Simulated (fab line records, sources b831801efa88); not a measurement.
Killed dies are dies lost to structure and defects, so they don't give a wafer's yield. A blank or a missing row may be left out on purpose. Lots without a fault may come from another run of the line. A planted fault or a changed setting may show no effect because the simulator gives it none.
fab line records | flow sky130
record lots=5 wafers=14 last_day=48
route steps=708 shown DNWELL@41 PWDE@45 NWELL@56 PAD_OPEN@708
lots that met no fault: from a run of the same line without faults
start_h: hours from the record's first day to the start of the lot's first wafer shown | wait_h: hours since the lot's step before | " the same as in the row above | L1.1+2: a row that stands for several wafers | - no value, or no start given | * or withheld: withheld | < > ~ a bound
route shown NAME@n: a module of which the file shows steps, and the number in the route of the first | usual: mean/standard deviation of fault-free wafers | same: alike in all rows | chamber/n: place in a boat | sites: the reading at each site | _std_site: their standard deviation | _edge_site: outer sites' mean less inner sites' | radius_mm: how far each site lies from the wafer's centre | mask NAME#n: copy n | behind: the tool/chamber that last shaped the wafer | hold: why the lot was held/for how many hours/how that ended | device: the transistor (n, p or np) that didn't switch | end of line: the same wafers' tests at the end of the route | a step without rows: its recipe alone | killed: dies lost to structure and defects at the first sort, not the wafer's yield | map: a wafer's dies, x killed, . not, _ none there
set.NAME: the setting as run; set.NAME@STEP: as run at that earlier step | model.NAME: the simulator's own value behind a step, which no gauge read
lots at some steps of the route; a table a step, a row a wafer
services: from which hour (start_h, from the record's first day; less than 0 if before it) a tool's chamber was out of use, for how many hours, and why
## steps
# step SKY_DNWELL_DEVELOP_06
# recipe wall_angle_deg=90 developer=TMAH develop_time_s=60 dev_temp_c=23
# step SKY_DNWELL_IMPLANT_07
# recipe species=P energy_kev=withheld dose_cm2=withheld tilt_deg=withheld
# step SKY_DNWELL_STRIP_08
# recipe chemistry=O2/N2 power_w=1400 pressure_mtorr=1500 platen_temp_c=withheld o2_flow_sccm=3000 n2_flow_sccm=300 overash_fraction=0.5
# step SKY_PWDE_DEHYDRATE_00
# recipe temp_c=200 time_s=60
# step SKY_PWDE_HMDS_01
# recipe prime_time_s=60 prime_temp_c=120
# step SKY_PWDE_COAT_02
# recipe spin_rpm=2000 resist_thk_nm=3000
# step SKY_PWDE_SOFTBAKE_03
# recipe temp_c=110 time_s=withheld
# step SKY_PWDE_EXPOSE_04
# recipe mask_id=PWDEM na=0.6 source_shape=conventional sigma_outer=0.6 polarization=unpolarized target_cd_nm=840 dose_mj=214
# step SKY_PWDE_PEB_05
# recipe temp_c=115 time_s=withheld
# step SKY_PWDE_DEVELOP_06
# recipe wall_angle_deg=90 developer=TMAH develop_time_s=60 dev_temp_c=23
# step SKY_PWDE_IMPLANT_08
# recipe species=B energy_kev=150 dose_cm2=3.6e+12 tilt_deg=withheld
# usual beam_on_s=10.02/0.21 faraday_current_uA=20.3/0.42
# columns lot.wafer tool chamber start_h wait_h beam_on_s faraday_current_uA
L456.2 implanter-01 0 84.18 0.0 14.61 13.9
L456.3 " 0 " " 10.24 19.8
L456.4 " 0 " " 10.19 19.9
L459.2 implanter-01 0 100.49 0.0 14.80 13.7
L459.4 " 0 " " 9.91 20.4
L459.6 " 0 " " 10.05 20.3
L460.1 implanter-01 0 104.60 0.0 14.26 14.2
L460.5 " 0 " " 9.85 20.6
L467.3 implanter-02 0 145.27 0.1 9.61 21.1
L467.4 " 0 " " 9.95 20.4
L467.6 " 0 " " 10.26 19.8
L470.2 implanter-01 0 160.44 0.0 10.17 19.9
L470.3 " 0 " " 9.98 20.2
L470.4 " 0 " " 9.75 20.8
# step SKY_PWDE_STRIP_09
# recipe chemistry=O2/N2 power_w=1400 pressure_mtorr=1500 platen_temp_c=withheld o2_flow_sccm=3000 n2_flow_sccm=300 overash_fraction=0.5
# step SKY_PWDE_TW_MEAS_10
# usual PWDE_TW=377.7/2.7
# columns lot.wafer tool chamber start_h wait_h PWDE_TW
L456.2 film_metro-01 - 84.41 0.1 421.5
L456.3 " - " " 376.9
L456.4 " - " " 377.0
L459.2 film_metro-04 - 100.73 0.1 424.1
L459.4 " - " " 380.8
L459.6 " - " " 382.5
L460.1 film_metro-01 - 104.85 0.1 420.1
L460.5 " - " " 375.7
L467.3 film_metro-04 - 145.49 0.1 378.3
L467.4 " - " " 379.6
L467.6 " - " " 377.6
L470.2 film_metro-04 - 160.68 0.1 382.8
L470.3 " - " " 381.0
L470.4 " - " " 380.9
# step SKY_NWELL_DEHYDRATE_03
# recipe temp_c=200 time_s=60
# step SKY_NWELL_HMDS_04
# recipe prime_time_s=60 prime_temp_c=120
# step SKY_NWELL_COAT_05
# recipe spin_rpm=2000 resist_thk_nm=3000
# step SKY_NWELL_SOFTBAKE_06
# recipe temp_c=110 time_s=withheld
# step SKY_NWELL_EXPOSE_07
# recipe mask_id=NWM na=0.6 source_shape=conventional sigma_outer=0.6 polarization=unpolarized target_cd_nm=840 dose_mj=255
# step SKY_NWELL_PEB_08
# recipe temp_c=115 time_s=withheld
# step SKY_NWELL_DEVELOP_09
# recipe wall_angle_deg=90 developer=TMAH develop_time_s=60 dev_temp_c=23
# step SKY_NWELL_IMPLANT_11
# recipe species=P energy_kev=400 dose_cm2=1.9e+13 tilt_deg=withheld
# step SKY_NWELL_IMPLANT_12
# recipe species=P energy_kev=120 dose_cm2=1.3e+12 tilt_deg=withheld
# step SKY_NWELL_IMPLANT_13
# recipe species=P energy_kev=50 dose_cm2=7e+11 tilt_deg=withheld
# step SKY_NWELL_STRIP_14
# recipe chemistry=O2/N2 power_w=1400 pressure_mtorr=1500 platen_temp_c=withheld o2_flow_sccm=3000 n2_flow_sccm=300 overash_fraction=0.5
# step SKY_NWELL_DEHYDRATE_16
# recipe temp_c=200 time_s=60
# step SKY_NWELL_HMDS_17
# recipe prime_time_s=60 prime_temp_c=120
# step SKY_NWELL_COAT_18
# recipe spin_rpm=2000 resist_thk_nm=3000
# step SKY_NWELL_SOFTBAKE_19
# recipe temp_c=110 time_s=withheld
# step SKY_NWELL_EXPOSE_20
# recipe mask_id=NWM_COMPLEMENT na=0.6 source_shape=conventional sigma_outer=0.6 polarization=unpolarized target_cd_nm=840 dose_mj=260
# step SKY_NWELL_PEB_21
# recipe temp_c=115 time_s=withheld
# step SKY_NWELL_DEVELOP_22
# recipe wall_angle_deg=90 developer=TMAH develop_time_s=60 dev_temp_c=23
# step SKY_NWELL_IMPLANT_24
# recipe species=B energy_kev=140 dose_cm2=9.2e+12 tilt_deg=withheld
# step SKY_NWELL_STRIP_25
# recipe chemistry=O2/N2 power_w=1400 pressure_mtorr=1500 platen_temp_c=withheld o2_flow_sccm=3000 n2_flow_sccm=300 overash_fraction=0.5
# step SKY_NWELL_CLEAN_27
# recipe chemistry=SC1/SC2 mix=1:4:20 temp_c=70 time_s=150 dry=n2_spin
# step SKY_NWELL_RTA_28
# recipe temp_c=1050 time_s=30 idle_temp_c=650 ramp_up_c_per_s=150 ramp_down_c_per_s=90 ambient=N2
# step SKY_NWELL_RS_MEAS_31
# recipe thk_meas_gauge=four-point-probe
# usual PWDE_RS=5277/21
# columns lot.wafer tool chamber start_h wait_h PWDE_RS[ohm/sq]
L456.2 film_metro-04 - 120.33 0.1 3981
L456.3 " - " " 5255
L456.4 " - " " 5261
L459.2 film_metro-02 - 139.25 0.1 3998
L459.4 " - " " 5279
L459.6 " - " " 5285
L460.1 film_metro-04 - 143.26 0.1 3993
L460.5 " - " " 5249
L467.3 film_metro-02 - 184.50 0.1 5322
L467.4 " - " " 5330
L467.6 " - " " 5315
L470.2 film_metro-02 - 201.83 0.1 5282
L470.3 " - " " 5254
L470.4 " - " " 5264
# step SKY_PAD_OPEN_PROBE_99
# usual killed_at_M0_to_M3=42/7.4 killed_at_M4_up=3.4/1.8 killed_at_contacts=25/5.4 killed_at_front_end=15/4.4 killed_at_other=0.2/0.52 killed_dies=86/9.3 killed_open=47/7.6 killed_short=39/6.5
# same gross_dies=492 killed_at_back_side=0
# columns lot.wafer tool chamber start_h wait_h killed_at_M0_to_M3 killed_at_M4_up killed_at_contacts killed_at_front_end killed_at_other killed_dies killed_open killed_short model.etest.res_p_drift_20v.line_ohm_um model.etest.res_p_drift_20v.rs_ohm_sq model.etest.res_pwde_under_gate.rs_ohm_sq
L456.2 prober-01 - 1088.04 0.1 46 2 27 18 0 93 47 46 8783 7295 4472
L456.3 prober-01 - 1088.09 0.2 38 3 24 16 0 81 48 33 1.132e+04 9436 6116
L456.4 prober-01 - 1088.14 0.2 41 5 18 18 2 84 43 41 1.137e+04 9492 6148
L459.2 prober-02 - 1101.85 0.1 47 0 27 15 0 89 55 34 8630 7314 4492
L459.4 prober-02 - 1101.95 0.2 54 5 25 14 0 98 51 47 1.165e+04 9862 6198
L459.6 prober-02 - 1102.05 0.2 56 4 19 13 0 92 47 45 1.172e+04 9859 6203
L460.1 prober-01 - 1112.12 0.1 37 2 26 28 0 93 45 48 8218 6805 4461
L460.5 prober-01 - 1112.32 0.2 43 5 17 18 1 84 48 36 1.119e+04 9375 6148
L467.3 prober-02 - 1143.70 0.2 29 5 29 17 0 80 39 41 1.135e+04 9482 6190
L467.4 prober-02 - 1143.75 0.2 40 3 19 21 0 83 40 43 1.076e+04 9003 6195
L467.6 prober-02 - 1143.85 0.2 37 2 25 14 1 79 38 41 1.13e+04 9439 6211
L470.2 prober-02 - 1160.89 0.1 51 5 30 14 0 100 57 43 1.259e+04 1.078e+04 6188
L470.3 prober-02 - 1160.94 0.2 49 3 34 19 0 105 63 42 1.204e+04 1.015e+04 6118
L470.4 prober-02 - 1160.99 0.2 41 3 24 23 0 91 50 41 1.262e+04 1.074e+04 6123
# killed by level:class
L456.2 CONTACT:geometric_particle:open=11 VIA2:geometric_particle:open=8 METAL2:geometric_particle:short=7 CONTACT:geometric_particle:short=6 VIA1:geometric_particle:open=6 VIA3:geometric_particle:open=6 FIELD_ISO:geometric_particle:short=4 POLY_GATE:geometric_particle:open=4
L456.3 VIA1:geometric_particle:open=14 CONTACT:geometric_particle:open=11 VIA1:geometric_particle:short=7 POLY_GATE:geometric_particle:open=6 LI_CONTACT:geometric_particle:open=6 FIELD_ISO:geometric_particle:short=4 POLY_GATE:geometric_particle:short=4 METAL1:geometric_particle:short=4
L456.4 VIA2:geometric_particle:open=10 METAL1:geometric_particle:short=7 VIA1:geometric_particle:open=7 CONTACT:geometric_particle:open=6 POLY_GATE:geometric_particle:short=5 LI_CONTACT:geometric_particle:open=5 METAL2:geometric_particle:short=5 FIELD_ISO:geometric_particle:open=4
L459.2 VIA1:geometric_particle:open=15 LI_CONTACT:geometric_particle:open=8 LOCAL_INTERCONNECT:geometric_particle:short=7 CONTACT:geometric_particle:open=6 VIA3:geometric_particle:open=6 FIELD_ISO:geometric_particle:open=5 VIA1:geometric_particle:short=5 METAL1:geometric_particle:open=4
L459.4 LI_CONTACT:geometric_particle:open=11 VIA1:geometric_particle:short=9 VIA1:geometric_particle:open=9 VIA3:geometric_particle:open=7 METAL1:geometric_particle:short=7 CONTACT:geometric_particle:open=6 VIA2:geometric_particle:open=6 FIELD_ISO:geometric_particle:short=5
L459.6 METAL1:geometric_particle:short=14 VIA2:geometric_particle:open=7 METAL2:geometric_particle:short=7 VIA3:geometric_particle:open=7 LI_CONTACT:geometric_particle:open=6 VIA1:geometric_particle:open=6 FIELD_ISO:geometric_particle:open=5 CONTACT:geometric_particle:open=5
L460.1 VIA1:geometric_particle:open=11 LI_CONTACT:geometric_particle:open=9 FIELD_ISO:geometric_particle:short=6 POLY_GATE:geometric_particle:short=6 METAL1:geometric_particle:short=6 LI_CONTACT:geometric_particle:short=5 CONTACT:geometric_particle:open=5 VIA2:geometric_particle:short=5
L460.5 VIA1:geometric_particle:open=11 VIA1:geometric_particle:short=6 LI_CONTACT:geometric_particle:open=6 VIA2:geometric_particle:open=6 POLY_GATE:geometric_particle:short=5 POLY_GATE:geometric_particle:open=5 CONTACT:geometric_particle:open=5 VIA3:geometric_particle:open=5
L467.3 CONTACT:geometric_particle:open=13 VIA2:geometric_particle:open=8 FIELD_ISO:geometric_particle:short=6 POLY_GATE:geometric_particle:short=5 LI_CONTACT:geometric_particle:open=5 CONTACT:geometric_particle:short=5 METAL4:geometric_particle:short=5 VIA3:geometric_particle:short=4
L467.4 CONTACT:geometric_particle:open=10 VIA1:geometric_particle:open=8 VIA3:geometric_particle:open=8 POLY_GATE:geometric_particle:short=7 FIELD_ISO:geometric_particle:short=5 CONTACT:geometric_particle:short=5 VIA2:geometric_particle:open=5 FIELD_ISO:geometric_particle:open=4
L467.6 VIA1:geometric_particle:open=10 LI_CONTACT:geometric_particle:open=8 CONTACT:geometric_particle:open=7 CONTACT:geometric_particle:short=7 VIA3:geometric_particle:short=7 METAL2:geometric_particle:short=6 POLY_GATE:geometric_particle:open=4 POLY_GATE:geometric_particle:short=3
L470.2 VIA1:geometric_particle:open=15 LI_CONTACT:geometric_particle:open=10 CONTACT:geometric_particle:open=10 VIA2:geometric_particle:open=7 VIA3:geometric_particle:open=7 LOCAL_INTERCONNECT:geometric_particle:short=5 CONTACT:geometric_particle:short=5 VIA1:geometric_particle:short=5
L470.3 VIA1:geometric_particle:open=16 LI_CONTACT:geometric_particle:open=12 METAL1:geometric_particle:short=8 LOCAL_INTERCONNECT:geometric_particle:short=7 CONTACT:geometric_particle:open=7 POLY_GATE:geometric_particle:open=6 CONTACT:geometric_particle:short=6 VIA2:geometric_particle:open=5
L470.4 CONTACT:geometric_particle:open=10 FIELD_ISO:geometric_particle:short=9 VIA1:geometric_particle:open=9 LI_CONTACT:geometric_particle:open=6 VIA2:geometric_particle:open=6 VIA3:geometric_particle:open=6 POLY_GATE:geometric_particle:open=5 CONTACT:geometric_particle:short=5
## services
# columns tool chamber start_h hours kind
implanter-02 - 116.26 1.5 repair
implanter-01 - 151.28 6.5 pm
implanter-02 - 159.28 8.7 repair
## key
first_sign step=SKY_PWDE_IMPLANT_08 reading=beam_on_s direction=up sigmas=22 usual=10.02 struck=14.56
effect step=SKY_PWDE_IMPLANT_08 reading=faraday_current_uA direction=down sigmas=15 usual=20.3 struck=13.9
effect step=SKY_PWDE_TW_MEAS_10 reading=PWDE_TW direction=up sigmas=16 usual=377.7 struck=421.9
effect step=SKY_NWELL_RS_MEAS_31 reading=PWDE_RS direction=down sigmas=62 usual=5277 struck=3991
model_effect step=SKY_PAD_OPEN_PROBE_99 value=etest.res_p_drift_20v.line_ohm_um without=1.172e+04 struck=8544
met_at SKY_PWDE_IMPLANT_08
struck_wafers L456.2,L459.2,L460.1
tester_left_out L456,L459,L460
fault kind=process_parameter_drift tool=implanter-01 chamber=- onset_h=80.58 steps=SKY_PWDE_IMPLANT_08 channel=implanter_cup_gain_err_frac offset=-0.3 shape=step end_h=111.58 scope=struck_wafers_only
# tester_left_out: of these lots the tester's yield and bins aren't shown, on N5 and GAA mostly nor the transistor test; their killed dies are dies lost to structure and defects alone, not to doping, threshold or leakage, so they don't give the yield
